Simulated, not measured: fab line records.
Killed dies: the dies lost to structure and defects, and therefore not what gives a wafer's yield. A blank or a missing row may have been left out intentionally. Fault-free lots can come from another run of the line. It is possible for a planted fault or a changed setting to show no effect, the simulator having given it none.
Comparing a struck lot with a sound one :: flow sky130 :: 20 steps out of a route of 708
Sound: wafers L882.1, L882.4, L882.5. Wafers L893.1, L893.3, L893.6 were the ones struck. Last of all comes the cause.
At each step with rows: each side's tool, then ch and its chambers, then its first start. Under that, the readings that differ: sound wafers :: struck wafers :: difference of the means :: sigmas: that difference in standard deviations of wafers without a fault.
alike: same words and numbers on both sides, and readings whose means sit less than 2 such deviations apart. not compared: any withheld reading, any reading some wafer has no value for, any bound like >300 that may hide the same value, and any number with overlapping values for which the record gives no deviation.
Wherever a step has rows on one side only, a row that says differs or no value, or a row with sigmas, the two part there. Non-overlapping numbers with no deviation appear without sigmas and do not part them. A reading missing from all wafers of one side parts the sides only when that side holds two or more wafers.

SKY_RES_XHIGH_STRIP_08: strips in O2/N2.
  sound on plasma asher-04 ch 0,1, day 27 20:51; struck on plasma asher-02 ch 0,1, day 31 15:36
reading: drypump motor current A (A)
sound: 5.99 5.85 5.83
struck: 5.30 5.32 5.40
difference: -0.55
sigmas: -2
  alike: oes product au, strip time to endpoint s
  not compared: rf hours counter h
SKY_RES_XHIGH_TW_MEAS_09:
  sound on film metro-04 at day 27 20:57; struck on film metro-03 at day 31 15:42
  alike: RES_XHIGH_TW
then, 7 steps without rows for these wafers: SKY_SD_N_DEHYDRATE_00 (time 60 s); SKY_SD_N_HMDS_01 (prime time 60 s); SKY_SD_N_COAT_02 (resist thk 1140 nm); SKY_SD_N_SOFTBAKE_03 (time 60 s); SKY_SD_N_EXPOSE_04 (exposes mask NSDM, target cd 380 nm); SKY_SD_N_PEB_05; SKY_SD_N_DEVELOP_06 (develop time 60 s).
SKY_SD_N_CD_MEAS_07: the cd target is 380 nm.
  sound on cd sem-02 at day 28 23:24; struck on cd sem-02 at day 32 18:16
  alike: cd nm
SKY_SD_N_OVL_MEAS_08:
  sound on overlay-01 at day 28 23:31; struck on overlay-02 at day 32 18:23
  alike: SD_N_OVL
next, for these wafers, 1 step has no rows: SKY_SD_N_IMPLANT_09.
SKY_SD_N_IMPLANT_10:
  sound on implanter-01 ch 0, day 28 23:43; struck on implanter-01 ch 0, day 32 18:35
reading: dose ions cm2
sound: 9.998e+13 1.002e+14 9.987e+13
struck: 4.001e+13 4.004e+13 4.02e+13
difference: -5.993e+13
sigmas: -99 or more

reading: faraday current uA
sound: 504 501 510
struck: 219 220 226
difference: -283
sigmas: -8
SKY_SD_N_STRIP_11: strips in O2/N2.
  sound on plasma asher-01 ch 0,1, day 28 23:52; struck on plasma asher-01 ch 0, day 32 18:44
  alike: drypump motor current A, oes product au, strip time to endpoint s
  not compared: rf hours counter h
SKY_SD_N_TW_MEAS_12:
  sound on film metro-03 at day 28 23:58; struck on film metro-04 at day 32 18:50
  alike: SD_N_TW
then, 1 step without rows for these wafers: SKY_SD_N_CLEAN_13 (cleans in SC1/SC2, time 150 s).
SKY_SD_N_RTA_14: time 2 s.
  sound on rtp anneal-02 ch 0, day 29 00:07; struck on rtp anneal-01 ch 0, day 32 18:56
reading: wafer_temp_C_max
sound: 1079.3 1082.3 1078.7
struck: 1077.4 1079.4 1076.1
difference: -2.5
sigmas: -2
  alike: lamp power pct
SKY_SD_N_RS_MEAS_16: uses a four-point probe to measure.
  sound on film metro-02 at day 29 00:17; struck on film metro-02 at day 32 19:07
reading: SD_N_RS (ohm/sq)
sound: 68.29 68.38 68.29
struck: 69.79 69.57 69.82
difference: +1.41
sigmas: +8
SKY_SD_N_RS_MEAS_17: uses a four-point probe to measure.
  sound on film metro-02 at day 29 00:25; struck on film metro-02 at day 32 19:14
  alike: SD_P_RS
SKY_PAD_OPEN_PROBE_99:
  the record has rows for the sound wafers here (prober-02, day 46 14:04) and none for the struck ones

== WHERE THEY PART ==
First at SKY_RES_XHIGH_STRIP_08; last, within this record, at SKY_PAD_OPEN_PROBE_99.

WHY: what the simulator had put in
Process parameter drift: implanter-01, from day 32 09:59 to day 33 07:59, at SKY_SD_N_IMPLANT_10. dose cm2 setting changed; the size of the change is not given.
